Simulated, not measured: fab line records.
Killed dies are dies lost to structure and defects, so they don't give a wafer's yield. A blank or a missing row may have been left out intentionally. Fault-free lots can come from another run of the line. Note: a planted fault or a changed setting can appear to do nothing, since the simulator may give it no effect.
Which tool is to blame?    flow gf180mcu    Sampling: 13 lots, 39 wafers, 3 of 602 route steps

## WHAT EACH GAUGE READ, for each wafer
GF_STI_THK_MEAS_22.
lot   measured     on             STI_OXIDATION_01_THK (nm)
L627  day 2 03:34  film-metro-02  15.34 15.34 15.21
L629  day 2 21:49  film-metro-01  15.09 15.22 15.07
L630  day 3 00:19  film-metro-01  14.50 14.23 14.43
L631  day 3 02:06  film-metro-04  15.10 15.32 15.18
L632  day 3 02:06  film-metro-02  14.92 15.31 15.00
L633  day 3 06:10  film-metro-04  15.22 15.39 15.21
L634  day 3 15:31  film-metro-01  14.96 14.89 14.92
L636  day 4 02:17  film-metro-02  14.66 14.51 14.87
L637  day 4 08:48  film-metro-04  14.82 14.76 14.67
L639  day 4 18:03  film-metro-01  14.64 14.88 14.99
L641  day 5 06:56  film-metro-02  15.01 14.94 15.10
L644  day 5 18:20  film-metro-02  15.40 15.27 15.31
L648  day 6 15:32  film-metro-01  14.97 15.06 15.14

GF_DNWELL_TW_MEAS_09.
lot   measured     on             DNWELL_TW
L627  day 2 17:51  film-metro-02  1350 1343 1350
L629  day 3 14:40  film-metro-01  1332 1331 1325
L630  day 3 16:14  film-metro-01  1336 1334 1341
L631  day 3 18:56  film-metro-03  1349 1354 1350
L632  day 3 18:43  film-metro-01  1321 1334 1327
L633  day 3 23:38  film-metro-02  1346 1350 1347
L634  day 4 07:43  film-metro-01  1349 1342 1341
L636  day 4 20:08  film-metro-03  1340 1341 1343
L637  day 5 02:10  film-metro-03  1342 1356 1353
L639  day 5 10:59  film-metro-02  1355 1348 1345
L641  day 6 01:05  film-metro-03  1354 1351 1354
L644  day 6 12:55  film-metro-03  1358 1356 1350
L648  day 7 12:23  film-metro-02  1365 1358 1363

GF_NWELL_TW_MEAS_11.
lot   measured     on             NWELL_TW
L627  day 3 01:20  film-metro-04  1593 1609 1601
L629  day 4 04:15  film-metro-01  1565 1562 1559
L630  day 4 05:44  film-metro-04  1605 1613 1600
L631  day 4 09:02  film-metro-03  1569 1569 1571
L632  day 4 08:45  film-metro-01  1553 1558 1555
L633  day 4 13:33  film-metro-04  1607 1606 1604
L634  day 4 21:10  film-metro-01  1558 1562 1556
L636  day 5 10:35  film-metro-04  1601 1600 1606
L637  day 5 15:33  film-metro-04  1603 1610 1625
L639  day 6 01:48  film-metro-03  1581 1585 1573
L641  day 6 17:24  film-metro-03  1584 1585 1586
L644  day 7 05:04  film-metro-01  1551 1554 1566
L648  day 8 05:51  film-metro-04  1593 1602 1600

## TOOL THAT RAN EACH LOT (tool first, then ch and the chambers of the sampled wafers, then the start)
Before these readings, the record contains no process step.

## AS READ BY THE TOOLS THEMSELVES (means over the sampled wafers that have a number; for cases with no such wafer, the mark the record gives instead)
The record holds no such reading with a usual standard deviation.

## THE ANSWER, worked out from the rows above alone
Rule: usual is defined by the lots themselves. Put in order of their means at a reading, lots are off if they are a third of the lots or fewer, leave a main group of 4 or more, and stand apart from it by a gap of 3 or more times the standard deviation of the main group's means; of several such gaps the widest counts. If all means in a main group match to the digits the tables above print for the reading, that group is not used. Also off: a lot with no number at a reading for which 4 or more lots have one. The other lots that the step has rows for count as sound. The gauges are gone through in route order, then the tools' own readings, and for those a lot's mean is taken as printed above. The first step at which some lot is off is used, and at that step the reading that is off furthest; a lot without a number counts as furthest.
No lot is off on any of the readings shown, so nothing can be concluded from this.

## WHAT THE SIMULATOR PUT IN
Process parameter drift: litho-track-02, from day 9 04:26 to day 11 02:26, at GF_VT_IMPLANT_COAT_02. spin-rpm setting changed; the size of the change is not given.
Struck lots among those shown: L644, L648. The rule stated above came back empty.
